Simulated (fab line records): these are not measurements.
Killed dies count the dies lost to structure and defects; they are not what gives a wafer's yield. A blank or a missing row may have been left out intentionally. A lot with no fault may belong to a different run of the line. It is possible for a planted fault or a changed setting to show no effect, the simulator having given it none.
Chamber matching + flow sky130 + rie_diel-04 running SKY_VIA4_ETCH_12: 4 sister chambers
The step etches SiO2 in C4F8/O2/Ar, stops on TiN, target depth 580 nm. 8 wafers are shown with their chamber, then 7 later ones without.

== EACH WAFER AND ITS CHAMBER ==
| wafer  | chamber | oes_product_au (a.u.) |
|--------|---------|-----------------------|
| L077.1 | 2       | 0.932                 |
| L079.6 | 0       | 0.916                 |
| L081.4 | 3       | 0.928                 |
| L083.1 | 0       | 0.930                 |
| L083.2 | 1       | 0.935                 |
| L083.5 | 3       | 0.929                 |
| L092.2 | 2       | 0.930                 |
| L092.3 | 1       | 0.926                 |

== WAFERS WITH NO CHAMBER GIVEN ==
| wafer  | oes_product_au (a.u.) |
|--------|-----------------------|
| L092.5 | 0.925                 |
| L093.2 | 0.913                 |
| L093.4 | 0.922                 |
| L093.5 | 0.933                 |
| L097.1 | 0.925                 |
| L097.4 | 0.919                 |
| L097.6 | 0.911                 |

== WHICH CHAMBER EACH ONE RAN IN ==
| wafer  | from the rows above               | in truth |
|--------|-----------------------------------|----------|
| L092.5 | can't be placed: 0 or 3 or 1 or 2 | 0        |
| L093.2 | can't be placed: 0 or 3 or 1 or 2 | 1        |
| L093.4 | can't be placed: 0 or 3 or 1 or 2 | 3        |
| L093.5 | can't be placed: 2 or 1 or 3 or 0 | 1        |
| L097.1 | can't be placed: 0 or 3 or 1 or 2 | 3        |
| L097.4 | can't be placed: 0 or 3 or 1 or 2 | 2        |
| L097.6 | can't be placed: 0 or 3 or 1 or 2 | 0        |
Correctly placed: 0 of 7. These rows do not allow placing 7 (true chamber among the candidates in 7). Number placed wrongly: 0.
How it was worked out, from the rows above alone: a wafer's distance from a chamber is the root of the sum, over the readings, of the square of ((its reading less the chamber's mean) divided by the reading's scatter). If the next closest chamber is less than 2 further off than the closest, the wafer can't be placed; otherwise it belongs to the closest. The mean given for a chamber averages the wafers shown for that chamber. The scatter is the square root of a quotient: the sum, over the shown wafers, of each reading's squared deviation from its chamber's mean, divided by wafers minus chambers.
